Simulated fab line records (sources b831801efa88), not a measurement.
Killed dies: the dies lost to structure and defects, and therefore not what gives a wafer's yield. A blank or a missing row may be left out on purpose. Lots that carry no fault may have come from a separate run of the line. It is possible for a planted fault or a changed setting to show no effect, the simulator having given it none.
Comparing a struck lot with a sound one / flow sfqLine / 14 steps out of a route of 325
Sound: these wafers, L892.1, L892.2, L892.3. The struck wafers were L897.1, L897.4, L897.5. The cause is given at the end.
For every step that has rows: the tool of each side, followed by ch and its chambers, followed by its first start. Under that, the readings that differ: sound wafers / struck wafers / difference of the means / sigmas: that difference in standard deviations of wafers without a fault.
alike: readings with means less than 2 such deviations apart, plus words and numbers identical on both sides. not compared: withheld readings, readings lacking a value on some wafer, bounds such as >300 that could conceal the same value, and numbers that have no deviation in the record and whose values overlap.
The two part at a step that has a row with sigmas, a row that says differs or no value, or rows on one side only. When numbers do not overlap yet have no deviation, they are printed without sigmas and do not part them. Lack of a reading on every wafer of one side parts them only where that side has two or more wafers.

first, 6 steps without rows for these wafers: SFQ_TRILAYER_M3_LITHO_COAT_080 (resist thk 62 nm); SFQ_TRILAYER_M3_LITHO_COAT_075 (resist thk 600 nm); SFQ_TRILAYER_M3_LITHO_SOFTBAKE_079; SFQ_TRILAYER_M3_LITHO_EXPOSE_076 (exposes mask M3, target cd 500 nm); SFQ_TRILAYER_M3_LITHO_PEB_078 (peb time 60 s); SFQ_TRILAYER_M3_LITHO_DEVELOP_077 (time 60 s).
SFQ_M3_OVL_MEAS_921:
  sound: overlay-01 at day 38 06:29; struck: overlay-01 at day 39 17:32
  alike: M3_OVL
SFQ_TRILAYER_M3_BARC_OPEN_METAL_ETCH_100: etches BARC in O2, target depth 125 nm, time 41.7 s.
  sound on rieMetal-01 ch 0,1, day 38 06:31; struck on rieMetal-02 ch 0,1, day 39 17:34
  alike: drypumpMotorCurrentA, oesProductAu
  not compared: rfHoursCounterH
SFQ_TRILAYER_M3_ETCH_METAL_ETCH_078: etches Nb in Cl2/Ar, stops on SiO2, target depth 240 nm, time 120 s.
  sound on rieMetal-01 ch 0,1, day 38 06:34; struck on rieMetal-02 ch 0,1, day 39 17:37
  alike: drypumpMotorCurrentA, oesProductAu
  not compared: rfHoursCounterH
SFQ_TRILAYER_M3_STRIP_STRIP_079: strips in O2.
  sound on rieMetal-01 ch 0,1, day 38 06:42; struck on rieMetal-02 ch 0,1, day 39 17:45
  alike: drypumpMotorCurrentA, oesProductAu
  not compared: rfHoursCounterH
then, 1 step without rows for these wafers: SFQ_TRILAYER_M3_STRIP_SOLV_CLEAN_080 (cleans in NMP, time 600 s).
SFQ_TRILAYER_I3_DEP_PECVD_081: deposits SiO2 from SiH4/N2O, time 111.11 s, target thk 500 nm.
  sound on pecvd-04 ch 0,1,2, day 38 07:28; struck on pecvd-04 ch 0,1, day 39 18:31
reading=runLengthS (s); sound=139.7 138.6 138.4; struck=114.4 114.7 112.5; difference=-25.0; sigmas=-37
reading=model.SiO2_of_TRILAYER_I3_DEP_PECVD_081.thkNm (nm); sound=500 493.2 488.2; struck=388.3 386.3 383.4; difference=-107.8; sigmas=
  alike: heaterPowerW, throttleValvePct
SFQ_TRILAYER_I3_CMP_CMP_082: polishes SiO2.
  sound on cmp-02 ch 0,2,3, day 38 07:33; struck on cmp-02 ch 0,1,2, day 39 22:36
reading=timeToEndpointS (s); sound=227 209 217; struck=131 131 134; difference=-86; sigmas=-12
  alike: motorCurrentA, retainingRingPressureFrac
SFQ_I3_BOW_MEAS_922:
  sound: filmMetro-01 at day 38 10:33; struck: filmMetro-02 at day 40 00:36
  alike: I3_BOW

## WHERE THEY PART
First at SFQ_TRILAYER_I3_DEP_PECVD_081; last, within this record, at SFQ_TRILAYER_I3_CMP_CMP_082. Later steps at which nothing parts them and some readings are alike: SFQ_I3_BOW_MEAS_922.

WHY: what the simulator had put in
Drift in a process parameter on pecvd-04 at SFQ_TRILAYER_I3_DEP_PECVD_081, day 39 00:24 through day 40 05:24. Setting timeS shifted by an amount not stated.
